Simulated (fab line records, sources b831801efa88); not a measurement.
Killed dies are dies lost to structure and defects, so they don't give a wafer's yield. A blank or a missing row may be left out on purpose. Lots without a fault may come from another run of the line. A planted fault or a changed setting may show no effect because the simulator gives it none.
fab line records | flow gf180mcu | part 1 of 2: steps 1 to 24 of 35
record lots=5 wafers=15 last_day=34
route steps=602 shown DUAL_GATE@149 POLY_GATE@157 HV_LDD@176
lots that met no fault: from a run of the same line without faults
start_h: hours from the record's first day to the start of the lot's first wafer shown | wait_h: hours since the lot's step before | " the same as in the row above | L1.1+2: a row that stands for several wafers | - no value, or no start given | * or withheld: withheld | < > ~ a bound
route shown NAME@n: a module of which the file shows steps, and the number in the route of the first | usual: mean/standard deviation of fault-free wafers | same: alike in all rows | chamber/n: place in a boat | sites: the reading at each site | _std_site: their standard deviation | _edge_site: outer sites' mean less inner sites' | radius_mm: how far each site lies from the wafer's centre | mask NAME#n: copy n | behind: the tool/chamber that last shaped the wafer | hold: why the lot was held/for how many hours/how that ended | device: the transistor (n, p or np) that didn't switch | end of line: the same wafers' tests at the end of the route | a step without rows: its recipe alone | killed: dies lost to structure and defects at the first sort, not the wafer's yield | map: a wafer's dies, x killed, . not, _ none there
set.NAME: the setting as run; set.NAME@STEP: as run at that earlier step | model.NAME: the simulator's own value behind a step, which no gauge read
lots at some steps of the route; a table a step, a row a wafer
services: from which hour (start_h, from the record's first day; less than 0 if before it) a tool's chamber was out of use, for how many hours, and why
## steps
# step GF_DUAL_GATE_EXPOSE_08
# recipe mask_id=Dualgate target_cd_nm=700 na=0.6 source_shape=conventional sigma_outer=0.6 dose_mj=140
# columns lot.wafer tool chamber start_h wait_h mask
L077.2+3+6 iline_stepper-01 0 - - Dualgate#0
L079.2+4+5 iline_stepper-01 0 - - Dualgate#0
L082.1+2+4 iline_stepper-01 0 - - Dualgate#0
L090.1+5+6 iline_stepper-02 0 - - Dualgate#0
L097.4+5+6 iline_stepper-02 0 - - Dualgate#0
# step GF_DUAL_GATE_PEB_09
# recipe temp_c=withheld time_s=* resist=NOVOLAK
# usual chill_plate_temp_C=*
# columns lot.wafer tool chamber start_h wait_h chill_plate_temp_C
L077.2 litho_track-01 0 - - *
L077.3 " 0 " " *
L077.6 " 0 " " *
L079.2 litho_track-02 0 - - *
L079.4 " 0 " " *
L079.5 " 0 " " *
L082.1 litho_track-04 0 - - *
L082.2 " 0 " " *
L082.4 " 0 " " *
L090.1 litho_track-02 0 - - *
L090.5 " 0 " " *
L090.6 " 0 " " *
L097.4 litho_track-04 0 - - *
L097.5 " 0 " " *
L097.6 " 0 " " *
# step GF_DUAL_GATE_DEVELOP_10
# recipe develop_time_s=60 dev_temp_c=23
# usual chill_plate_temp_C=23.02/0.11
# columns lot.wafer tool chamber start_h wait_h chill_plate_temp_C
L077.2 litho_track-01 0 198.74 0.1 23.18
L077.3 " 0 " " 23.22
L077.6 " 0 " " 23.03
L079.2 litho_track-02 0 213.45 0.1 22.95
L079.4 " 0 " " 22.99
L079.5 " 0 " " 22.98
L082.1 litho_track-04 0 225.17 0.1 23.14
L082.2 " 0 " " 23.03
L082.4 " 0 " " 23.00
L090.1 litho_track-02 0 285.32 0.1 23.20
L090.5 " 0 " " 23.09
L090.6 " 0 " " 23.07
L097.4 litho_track-04 0 329.89 0.1 23.02
L097.5 " 0 " " 23.02
L097.6 " 0 " " 23.00
# step GF_DUAL_GATE_OVL_MEAS_11
# usual DUAL_GATE_OVL=1.2/1.3
# columns lot.wafer tool chamber start_h wait_h DUAL_GATE_OVL[nm]
L077.2 overlay-01 - 198.87 0.1 2.9
L077.3 " - " " 3.7
L077.6 " - " " 2.1
L079.2 overlay-01 - 213.58 0.1 1.7
L079.4 " - " " 2.5
L079.5 " - " " 2.1
L082.1 overlay-02 - 225.32 0.1 1.0
L082.2 " - " " 1.0
L082.4 " - " " 0.2
L090.1 overlay-02 - 285.47 0.1 1.9
L090.5 " - " " 1.9
L090.6 " - " " 1.4
L097.4 overlay-01 - 329.98 0.1 -0.5
L097.5 " - " " 0.7
L097.6 " - " " 0.0
# step GF_DUAL_GATE_WET_ETCH_12
# recipe chemistry=dHF target_depth_nm=13 dry=n2_spin target=SiO2 temp_c=25 dilution=100:1 time_s=260
# usual temp_c=24.98/0.1
# columns lot.wafer tool chamber start_h wait_h temp_c
L077.2 wet_bench-03 0 198.90 0.0 24.97
L077.3 " 0 " " 24.94
L077.6 " 0 " " 24.97
L079.2 wet_bench-04 3 213.61 0.0 24.90
L079.4 " 3 " " 24.85
L079.5 " 3 " " 24.86
L082.1 wet_bench-02 1 225.35 0.0 25.05
L082.2 " 1 " " 25.00
L082.4 " 1 " " 24.91
L090.1 wet_bench-04 3 285.51 0.0 24.84
L090.5 " 3 " " 24.89
L090.6 " 3 " " 24.87
L097.4 wet_bench-02 1 330.00 0.0 24.81
L097.5 " 1 " " 24.92
L097.6 " 1 " " 25.06
# step GF_DUAL_GATE_STRIP_13
# recipe chemistry=O2/N2 power_w=1400 pressure_mtorr=1500 platen_temp_c=250 o2_flow_sccm=3000 n2_flow_sccm=300 overash_fraction=0.5
# usual drypump_motor_current_A=5.5/0.44 heater_power_w=333/31 oes_product_au=0.715/0.0049 strip_time_to_endpoint_s=12.64/0.032
# columns lot.wafer tool chamber start_h wait_h drypump_motor_current_A heater_power_w oes_product_au rf_hours_counter_h strip_time_to_endpoint_s
L077.2 plasma_asher-02 1 198.98 0.0 6.0 320 0.716 39 12.61
L077.3 " 0 " " 4.9 304 0.720 - 12.65
L077.6 " 0 " " 4.9 300 0.717 - 12.66
L079.2 plasma_asher-04 0 213.69 0.0 5.4 315 0.714 54 12.66
L079.4 " 0 " " 5.4 311 0.713 - 12.61
L079.5 " 0 " " 5.4 300 0.713 - 12.66
L082.1 plasma_asher-02 0 225.43 0.0 4.9 308 0.718 41 12.64
L082.2 " 1 " " 6.0 330 0.714 41 12.66
L082.4 " 0 " " 4.9 302 0.715 - 12.66
L090.1 plasma_asher-02 1 285.59 0.0 6.0 326 0.715 48 12.63
L090.5 " 0 " " 4.9 311 0.704 - 12.66
L090.6 " 1 " " 6.0 326 0.712 - 12.68
L097.4 plasma_asher-04 1 330.11 0.0 6.1 375 0.721 - 12.66
L097.5 " 1 " " 6.1 373 0.714 - 12.63
L097.6 " 0 " " 5.4 310 0.723 - 12.66
# step GF_DUAL_GATE_CLEAN_14
# recipe chemistry=SC1/SC2 mix=1:4:20 temp_c=70 time_s=150 dry=n2_spin
# usual temp_c=70.05/0.15
# columns lot.wafer tool chamber start_h wait_h temp_c
L077.2 wet_bench-02 3 199.08 0.1 70.05
L077.3 " 3 " " 70.14
L077.6 " 3 " " 70.23
L079.2 wet_bench-02 3 213.79 0.1 69.91
L079.4 " 3 " " 70.07
L079.5 " 3 " " 69.86
L082.1 wet_bench-03 1 225.53 0.1 70.08
L082.2 " 1 " " 70.09
L082.4 " 1 " " 70.09
L090.1 wet_bench-03 3 285.69 0.1 70.19
L090.5 " 3 " " 70.22
L090.6 " 3 " " 69.81
L097.4 wet_bench-04 2 330.18 0.0 70.17
L097.5 " 2 " " 70.06
L097.6 " 2 " " 70.24
# step GF_DUAL_GATE_OXIDATION_15
# recipe temp_c=850 ambient=O2 stabilise_s=600 purge_s=300 target_thk_a=70.98 ox_time_s=1995
# usual ox_temp_c_max=854.4/1.8 zone_power_centre_pct=17.3/0.65
# same stabilise_s=600
# columns lot.wafer tool chamber start_h wait_h ox_temp_c_max zone_power_centre_pct
L077.2 furnace-01 0 199.13 0.0 852.5 18.1
L077.3 " 0 " " 852.7 18.0
L077.6 " 0 " " 852.3 17.8
L079.2 furnace-01 0 214.94 1.1 852.7 17.9
L079.4 " 0 " " 852.0 17.9
L079.5 " 0 " " 852.9 18.1
L082.1 furnace-02 0 226.30 0.7 856.2 16.9
L082.2 " 0 " " 856.6 16.6
L082.4 " 0 " " 856.2 16.9
L090.1 furnace-02 0 291.70 6.0 854.8 16.7
L090.5 " 0 " " 854.5 16.7
L090.6 " 0 " " 855.6 17.0
L097.4 furnace-02 0 333.77 3.5 857.5 16.6
L097.5 " 0 " " 855.6 16.8
L097.6 " 0 " " 855.7 16.7
# step GF_POLY_GATE_CVD_00
# recipe material=poly-Si target_thk_nm=200 temp_c=620 time_s=1200 pressure_mtorr=200
# usual zone_power_centre_pct=8.6/0.51
# columns lot.wafer tool chamber start_h wait_h zone_power_centre_pct
L077.2 lpcvd-01 0 201.14 0.5 8.0
L077.3 " 0 " " 8.1
L077.6 " 0 " " 8.1
L079.2 lpcvd-01 0 216.49 0.0 8.1
L079.4 " 0 " " 8.2
L079.5 " 0 " " 8.1
L082.1 lpcvd-02 1 227.85 0.0 9.3
L082.2 " 1 " " 9.3
L082.4 " 1 " " 9.5
L090.1 lpcvd-01 0 294.09 0.8 8.1
L090.5 " 0 " " 8.2
L090.6 " 0 " " 8.1
L097.4 lpcvd-01 1 337.23 1.9 8.7
L097.5 " 1 " " 8.9
L097.6 " 1 " " 8.8
# step GF_POLY_GATE_THK_MEAS_01
# recipe reads=poly-Si_of_POLY_GATE_CVD_00
# usual POLY_GATE_CVD_00_THK=201.4/1.6
# columns lot.wafer tool chamber start_h wait_h POLY_GATE_CVD_00_THK[nm]
L077.2 film_metro-02 - 202.48 0.0 201.8
L077.3 " - " " 204.6
L077.6 " - " " 203.4
L079.2 film_metro-02 - 217.83 0.0 200.2
L079.4 " - " " 199.2
L079.5 " - " " 201.4
L082.1 film_metro-01 - 229.85 0.0 201.3
L082.2 " - " " 202.2
L082.4 " - " " 201.9
L090.1 film_metro-03 - 295.43 0.0 200.9
L090.5 " - " " 201.2
L090.6 " - " " 200.4
L097.4 film_metro-03 - 338.59 0.0 200.3
L097.5 " - " " 200.4
L097.6 " - " " 201.3
# step GF_POLY_GATE_DEHYDRATE_02
# recipe temp_c=200 time_s=60
# usual chill_plate_temp_C=23.01/0.11
# columns lot.wafer tool chamber start_h wait_h chill_plate_temp_C
L077.2 litho_track-04 0 210.39 7.9 22.87
L077.3 " 0 " " 22.88
L077.6 " 0 " " 22.84
L079.2 litho_track-04 0 225.99 8.1 22.96
L079.4 " 0 " " 22.78
L079.5 " 0 " " 22.96
L082.1 litho_track-03 0 238.33 8.5 23.26
L082.2 " 0 " " 23.09
L082.4 " 0 " " 22.92
L090.1 litho_track-03 0 304.28 8.8 23.05
L090.5 " 0 " " 23.11
L090.6 " 0 " " 23.07
L097.4 litho_track-03 0 348.15 9.6 23.04
L097.5 " 0 " " 23.16
L097.6 " 0 " " 22.93
# step GF_POLY_GATE_HMDS_03
# recipe prime_time_s=60 prime_temp_c=120
# usual chill_plate_temp_C=23.01/0.098
# columns lot.wafer tool chamber start_h wait_h chill_plate_temp_C
L077.2 litho_track-04 0 210.54 0.1 23.14
L077.3 " 0 " " 23.07
L077.6 " 0 " " 22.95
L079.2 litho_track-04 0 226.14 0.1 23.11
L079.4 " 0 " " 23.19
L079.5 " 0 " " 23.19
L082.1 litho_track-03 0 238.48 0.1 22.92
L082.2 " 0 " " 22.98
L082.4 " 0 " " 23.05
L090.1 litho_track-03 0 304.43 0.1 23.03
L090.5 " 0 " " 22.93
L090.6 " 0 " " 23.29
L097.4 litho_track-03 0 348.30 0.1 23.15
L097.5 " 0 " " 23.02
L097.6 " 0 " " 23.05
# step GF_POLY_GATE_COAT_04
# recipe resist=BARC temp_c=withheld time_s=withheld spin_rpm=withheld resist_thk_nm=withheld
# usual chill_plate_temp_C=*
# columns lot.wafer tool chamber start_h wait_h chill_plate_temp_C
L077.2 litho_track-04 0 210.69 0.1 *
L077.3 " 0 " " *
L077.6 " 0 " " *
L079.2 litho_track-04 0 226.29 0.1 *
L079.4 " 0 " " *
L079.5 " 0 " " *
L082.1 litho_track-03 0 238.63 0.1 *
L082.2 " 0 " " *
L082.4 " 0 " " *
L090.1 litho_track-03 0 304.58 0.1 *
L090.5 " 0 " " *
L090.6 " 0 " " *
L097.4 litho_track-03 0 348.45 0.1 *
L097.5 " 0 " " *
L097.6 " 0 " " *
# step GF_POLY_GATE_COAT_05
# recipe resist=KrF spin_rpm=withheld resist_thk_nm=700
# usual chill_plate_temp_C=23.00/0.1
# columns lot.wafer tool chamber start_h wait_h chill_plate_temp_C
L077.2 litho_track-04 0 - - 22.98
L077.3 " 0 " " 22.89
L077.6 " 0 " " 23.10
L079.2 litho_track-04 0 - - 23.07
L079.4 " 0 " " 23.09
L079.5 " 0 " " 22.95
L082.1 litho_track-03 0 - - 22.90
L082.2 " 0 " " 23.00
L082.4 " 0 " " 22.81
L090.1 litho_track-03 0 - - 23.04
L090.5 " 0 " " 23.15
L090.6 " 0 " " 23.02
L097.4 litho_track-03 0 - - 23.00
L097.5 " 0 " " 22.88
L097.6 " 0 " " 22.79
# step GF_POLY_GATE_SOFTBAKE_06
# recipe temp_c=130 time_s=60 resist=KrF
# usual chill_plate_temp_C=23.01/0.11
# columns lot.wafer tool chamber start_h wait_h chill_plate_temp_C
L077.2 litho_track-04 0 - - 23.00
L077.3 " 0 " " 22.98
L077.6 " 0 " " 23.00
L079.2 litho_track-04 0 - - 22.82
L079.4 " 0 " " 23.09
L079.5 " 0 " " 22.91
L082.1 litho_track-03 0 - - 23.12
L082.2 " 0 " " 22.94
L082.4 " 0 " " 22.97
L090.1 litho_track-03 0 - - 23.23
L090.5 " 0 " " 23.14
L090.6 " 0 " " 23.18
L097.4 litho_track-03 0 - - 22.99
L097.5 " 0 " " 22.97
L097.6 " 0 " " 23.02
# step GF_POLY_GATE_EXPOSE_07
# recipe mask_id=Poly2 target_cd_nm=280 na=0.68 source_shape=conventional sigma_outer=0.6 dose_mj=28
# columns lot.wafer tool chamber start_h wait_h mask
L077.2+3+6 krf_scanner-01 0 - - Poly2#0
L079.2+4+5 krf_scanner-02 0 - - Poly2#0
L082.1+2+4 krf_scanner-01 0 - - Poly2#0
L090.1+5+6 krf_scanner-02 0 - - Poly2#0
L097.4+5+6 krf_scanner-01 0 - - Poly2#0
# step GF_POLY_GATE_PEB_08
# recipe peb_temp_c=135 peb_time_s=90 resist=KrF
# usual chill_plate_temp_C=22.99/0.11
# same peb_time_s=90
# columns lot.wafer tool chamber start_h wait_h chill_plate_temp_C
L077.2 litho_track-03 0 - - 23.01
L077.3 " 0 " " 22.95
L077.6 " 0 " " 22.90
L079.2 litho_track-04 0 - - 22.90
L079.4 " 0 " " 22.94
L079.5 " 0 " " 22.91
L082.1 litho_track-03 0 - - 23.08
L082.2 " 0 " " 23.04
L082.4 " 0 " " 23.08
L090.1 litho_track-04 0 - - 23.08
L090.5 " 0 " " 22.87
L090.6 " 0 " " 22.92
L097.4 litho_track-04 0 - - 22.90
L097.5 " 0 " " 23.00
L097.6 " 0 " " 22.99
# step GF_POLY_GATE_DEVELOP_09
# recipe develop_time_s=60 resist=KrF dev_temp_c=21
# usual chill_plate_temp_C=23.00/0.086
# columns lot.wafer tool chamber start_h wait_h chill_plate_temp_C
L077.2 litho_track-03 0 220.06 0.2 22.98
L077.3 " 0 " " 23.14
L077.6 " 0 " " 23.25
L079.2 litho_track-04 0 235.09 0.2 23.06
L079.4 " 0 " " 23.11
L079.5 " 0 " " 23.02
L082.1 litho_track-03 0 247.63 0.2 22.87
L082.2 " 0 " " 23.06
L082.4 " 0 " " 23.00
L090.1 litho_track-04 0 315.41 0.2 22.92
L090.5 " 0 " " 23.03
L090.6 " 0 " " 23.10
L097.4 litho_track-04 0 359.19 0.1 23.02
L097.5 " 0 " " 22.99
L097.6 " 0 " " 22.90
# step GF_POLY_GATE_CD_MEAS_10
# recipe target_cd_nm=280
# usual cd_nm=280.3/0.97
# columns lot.wafer tool chamber start_h wait_h cd_nm
L077.2 cd_sem-02 - 220.20 0.1 282.0
L077.3 " - " " 279.4
L077.6 " - " " 280.6
L079.2 cd_sem-01 - 235.24 0.1 279.6
L079.4 " - " " 280.2
L079.5 " - " " 279.9
L082.1 cd_sem-01 - 247.78 0.1 282.8
L082.2 " - " " 282.9
L082.4 " - " " 282.7
L090.1 cd_sem-01 - 315.56 0.1 279.2
L090.5 " - " " 278.9
L090.6 " - " " 279.8
L097.4 cd_sem-01 - 359.32 0.1 280.3
L097.5 " - " " 280.4
L097.6 " - " " 279.7
# step GF_POLY_GATE_OVL_MEAS_11
# usual POLY_GATE_OVL=-4/5.1
# columns lot.wafer tool chamber start_h wait_h POLY_GATE_OVL[nm]
L077.2 overlay-02 - 220.31 0.1 -10
L077.3 " - " " -8
L077.6 " - " " -5
L079.2 overlay-02 - 235.34 0.1 4
L079.4 " - " " -4
L079.5 " - " " 2
L082.1 overlay-02 - 247.90 0.1 -1
L082.2 " - " " -12
L082.4 " - " " -6
L090.1 overlay-01 - 315.68 0.1 -13
L090.5 " - " " -9
L090.6 " - " " -13
L097.4 overlay-02 - 359.40 0.1 -4
L097.5 " - " " -4
L097.6 " - " " -1
# step GF_POLY_GATE_ETCH_12
# recipe chemistry=N2/H2 target_depth_a=withheld overetch_a=withheld time_s=withheld target=BARC ion_energy_ev=200 source_w=500 bias_w=100 pressure_mtorr=30 n2_flow_sccm=100 h2_flow_sccm=200
# usual drypump_motor_current_A=5.97/0.29 oes_product_au=0.736/0.0046 throttle_valve_pct=13.214/0.0099
# columns lot.wafer tool chamber start_h wait_h drypump_motor_current_A oes_product_au throttle_valve_pct
L077.2 rie_diel-03 0 220.34 0.0 5.35 0.731 13.224
L077.3 " 3 " " 6.43 0.736 13.204
L077.6 " 3 " " 6.44 0.738 13.227
L079.2 rie_diel-01 0 235.37 0.0 6.27 0.735 13.209
L079.4 " 2 " " 5.63 0.734 13.219
L079.5 " 1 " " 6.38 0.738 13.199
L082.1 rie_diel-03 2 247.94 0.0 5.97 0.734 13.194
L082.2 " 1 " " 5.89 0.733 13.208
L082.4 " 3 " " 6.39 0.740 13.220
L090.1 rie_diel-02 3 315.72 0.0 5.96 0.743 13.203
L090.5 " 2 " " 6.05 0.731 13.225
L090.6 " 1 " " 5.97 0.737 13.213
L097.4 rie_diel-02 2 359.42 0.0 6.07 0.726 13.200
L097.5 " 2 " " 6.07 0.728 13.223
L097.6 " 3 " " 5.97 0.733 13.212
# step GF_POLY_GATE_ETCH_13
# recipe target=poly-Si target_depth_nm=198.5 stop_on=SiO2 over_etch_frac=0.403 chemistry=HBr/Cl2 icp_w=400 bias_w=100 pressure_mtorr=10 HBr_flow_sccm=150 Cl2_flow_sccm=50 time_s=69.6
# usual drypump_motor_current_A=5.6/0.4 mfc_cl2_sccm=50.04/0.16 oes_product_au=0.992/0.0099 throttle_valve_pct=33.684/0.0082
# columns lot.wafer tool chamber start_h wait_h drypump_motor_current_A mfc_cl2_sccm oes_product_au rf_hours_counter_h throttle_valve_pct
L077.2 rie_si-01 0 220.39 - 5.8 50.00 0.996 105 33.677
L077.3 " 2 " " 5.9 49.99 0.984 3 33.693
L077.6 " 3 " " 5.1 50.01 0.994 - 33.686
L079.2 rie_si-02 1 235.42 - 5.3 50.14 0.974 4 33.681
L079.4 " 3 " " 6.0 50.20 0.991 4 33.686
L079.5 " 2 " " 5.1 50.34 0.991 - 33.693
L082.1 rie_si-01 3 247.99 - 5.1 49.85 0.993 1 33.692
L082.2 " 1 " " 5.7 50.36 1.005 80 33.693
L082.4 " 0 " " 5.8 50.04 1.005 105 33.696
L090.1 rie_si-01 2 315.77 - 5.9 49.82 0.987 4 33.684
L090.5 " 2 " " 5.9 49.87 0.984 - 33.675
L090.6 " 1 " " 5.7 50.02 1.000 - 33.678
L097.4 rie_si-02 3 359.47 - 6.0 50.26 0.982 5 33.683
L097.5 " 0 " " 6.2 50.03 0.984 - 33.681
L097.6 " 1 " " 5.3 50.40 0.986 - 33.656
# step GF_POLY_GATE_STRIP_14
# recipe chemistry=O2/N2 power_w=1400 pressure_mtorr=1500 platen_temp_c=250 o2_flow_sccm=3000 n2_flow_sccm=300 overash_fraction=0.5
# usual drypump_motor_current_A=5.7/0.52 heater_power_w=325/29 oes_product_au=0.505/0.005
# columns lot.wafer tool chamber start_h wait_h drypump_motor_current_A heater_power_w oes_product_au rf_hours_counter_h
L077.2 plasma_asher-04 0 220.44 0.0 5.4 311 0.500 55
L077.3 " 1 " " 6.1 384 0.511 -
L077.6 " 1 " " 6.1 382 0.509 -
L079.2 plasma_asher-03 0 235.48 0.0 5.5 289 0.510 12
L079.4 " 0 " " 5.5 291 0.508 -
L079.5 " 0 " " 5.5 297 0.514 -
L082.1 plasma_asher-04 1 248.04 0.0 6.1 366 0.509 58
L082.2 " 0 " " 5.4 316 0.502 58
L082.4 " 0 " " 5.4 324 0.499 -
L090.1 plasma_asher-04 0 315.83 0.0 5.4 321 0.505 65
L090.5 " 1 " " 6.1 374 0.518 -
L090.6 " 0 " " 5.4 313 0.507 -
L097.4 plasma_asher-04 1 359.63 0.1 6.1 377 0.508 -
L097.5 " 0 " " 5.4 319 0.498 -
L097.6 " 1 " " 6.1 372 0.504 -
# step GF_POLY_GATE_CLEAN_15
# recipe chemistry=SC1/SC2 mix=1:4:20 temp_c=70 time_s=150 dry=n2_spin
# usual temp_c=70.00/0.12
# columns lot.wafer tool chamber start_h wait_h temp_c
L077.2 wet_bench-03 2 220.54 0.1 69.99
L077.3 " 2 " " 70.08
L077.6 " 2 " " 70.04
L079.2 wet_bench-02 2 235.58 0.1 69.93
L079.4 " 2 " " 70.09
L079.5 " 2 " " 69.93
L082.1 wet_bench-01 2 248.14 0.1 69.84
L082.2 " 2 " " 70.09
L082.4 " 2 " " 70.01
L090.1 wet_bench-02 2 315.93 0.1 70.14
L090.5 " 2 " " 70.09
L090.6 " 2 " " 70.06
L097.4 wet_bench-02 0 359.69 0.0 70.06
L097.5 " 0 " " 70.23
L097.6 " 0 " " 69.91
